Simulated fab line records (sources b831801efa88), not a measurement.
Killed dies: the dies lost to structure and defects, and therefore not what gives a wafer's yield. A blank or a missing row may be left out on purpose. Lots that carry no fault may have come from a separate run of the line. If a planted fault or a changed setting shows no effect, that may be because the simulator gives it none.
The tool behind it: which one? ; flow gf180mcu ; 12 lots with 35 wafers sampled at 3 steps, on a route of 602 steps

## WHAT THE GAUGES SHOWED, per wafer
GF_VT_IMPLANT_RS_MEAS_49: the measuring method here is four-point-probe. Usual: MVPSD_RS gives 1167.3 ohm/sq (standard deviation 2.9).
lot;measured;on;MVPSD_RS (ohm/sq);flag
L714;day 8 03:41;film-metro-02;1164.2 1164.4 1170.0;
L715;day 8 09:59;film-metro-04;1167.5 1167.4 1165.5;
L717;day 8 22:20;film-metro-02;1170.3 1167.0 1169.4;
L720;day 9 17:25;film-metro-01;1168.5 1172.0 1171.5;
L721;day 10 00:18;film-metro-04;1169.2 1167.1 1170.0;
L722;day 10 07:02;film-metro-02;1165.1 1162.7 1164.7;
L724;day 10 20:46;film-metro-01;1168.9 1171.2 1168.7;
L725;day 11 03:15;film-metro-02;1170.1 1162.7 1164.8;
L726;day 11 07:52;film-metro-04;1166.3 1164.0 1162.8;
L733;day 13 07:26;film-metro-04;1161.7 1160.4 1163.8;
L734;day 13 13:13;film-metro-01;1169.6 1171.2;
L735;day 13 16:46;film-metro-04;1166.9 1167.3 1168.7;

GF_HV_LDD_CD_MEAS_31: target cd 400 nm. Usual: cd-nm 400.1 nm, standard deviation 2.4.
lot;measured;on;cd-nm (nm);flag
L714;day 12 17:44;cd-sem-01;400.1 396.9 400.5;
L715;day 13 04:02;cd-sem-02;398.4 396.0 400.8;
L717;day 13 08:44;cd-sem-02;396.7 399.1 396.1;
L720;day 14 01:41;cd-sem-01;404.7 403.5 400.3;
L721;day 14 19:31;cd-sem-01;404.8 403.7 405.6;
L722;day 14 18:47;cd-sem-01;398.4 397.6 397.7;
L724;day 15 16:17;cd-sem-02;401.8 399.6 403.1;
L725;day 15 16:44;cd-sem-01;401.5 399.5 399.6;
L726;day 16 02:14;cd-sem-02;400.1 401.6 400.9;
L733;day 18 04:47;cd-sem-02;402.6 404.0 404.9;
L734;day 18 10:53;cd-sem-02;400.2 399.7;
L735;day 18 14:20;cd-sem-02;399.5 399.8 399.1;

## EACH LOT AND THE TOOL THAT RAN IT (in order: tool; ch and the chambers of the sampled wafers; start)
lot;GF_HV_LDD_STRIP_22
L714;plasma-asher-04 ch 0,1, day 11 22:35
L715;plasma-asher-01 ch 0,1, day 12 09:17
L717;plasma-asher-02 ch 0,1, day 12 14:20
L720;plasma-asher-02 ch 0,1, day 13 05:41
L721;plasma-asher-04 ch 0,1, day 13 22:25
L722;plasma-asher-04 ch 0,1, day 13 22:05
L724;plasma-asher-01 ch 0,1, day 14 18:50
L725;plasma-asher-04 ch 0,1, day 14 19:31
L726;plasma-asher-04 ch 0,1, day 15 04:20
L733;plasma-asher-04 ch 0,1, day 17 05:43
L734;plasma-asher-04 ch 1, day 17 12:11
L735;plasma-asher-02 ch 0,1, day 17 14:49
- GF_HV_LDD_STRIP_22: strips in O2/N2.

## AS READ BY THE TOOLS THEMSELVES (means over the sampled wafers that have a number; for cases with no such wafer, the mark the record gives instead)
GF_HV_LDD_STRIP_22. Usual: drypump-motor-current-A 5.51 A, standard deviation 0.19; heater-power-w 339 W, standard deviation 30; oes-product-au 0.716 a.u., standard deviation 0.0045; platen-temp-c 249.98 C, standard deviation 0.17; strip-time-to-endpoint-s 12.65 s, standard deviation 0.037.
lot;tool;drypump-motor-current-A (A);heater-power-w (W);oes-product-au (a.u.);platen-temp-c (C);strip-time-to-endpoint-s (s);flag
L714;plasma-asher-04;5.58;346;0.714;250.05;12.62;
L715;plasma-asher-01;5.53;346;0.714;249.90;12.66;
L717;plasma-asher-02;5.22;338;0.717;249.90;12.63;
L720;plasma-asher-02;5.35;352;0.712;250.01;12.69;
L721;plasma-asher-04;5.51;324;0.714;250.05;12.64;
L722;plasma-asher-04;5.59;350;0.720;250.02;12.64;
L724;plasma-asher-01;5.52;335;0.718;249.91;12.67;
L725;plasma-asher-04;5.59;349;0.718;249.91;12.71;
L726;plasma-asher-04;5.60;346;0.716;249.80;12.67;
L733;plasma-asher-04;5.51;322;0.711;250.05;12.63;
L734;plasma-asher-04;5.39;297;0.715;250.06;12.68;
L735;plasma-asher-02;5.23;338;0.721;250.04;12.64;

## THE ANSWER, worked out from the rows above alone
Rule: a lot is off if the mean of its wafers that have a number lies more than 3 standard deviations from the usual mean. Also off: a lot with no number at a reading for which 4 or more lots have one. The other lots that the step has rows for count as sound. After the gauges, taken in route order, come the tools' own readings; for these a lot's mean is taken, as printed above. The first step at which some lot is off is used, and at that step the reading that is off furthest; a lot without a number counts as furthest.
Across all readings shown, no lot is off: no conclusion can be drawn from this.

## WHAT WAS PUT IN BY THE SIMULATOR
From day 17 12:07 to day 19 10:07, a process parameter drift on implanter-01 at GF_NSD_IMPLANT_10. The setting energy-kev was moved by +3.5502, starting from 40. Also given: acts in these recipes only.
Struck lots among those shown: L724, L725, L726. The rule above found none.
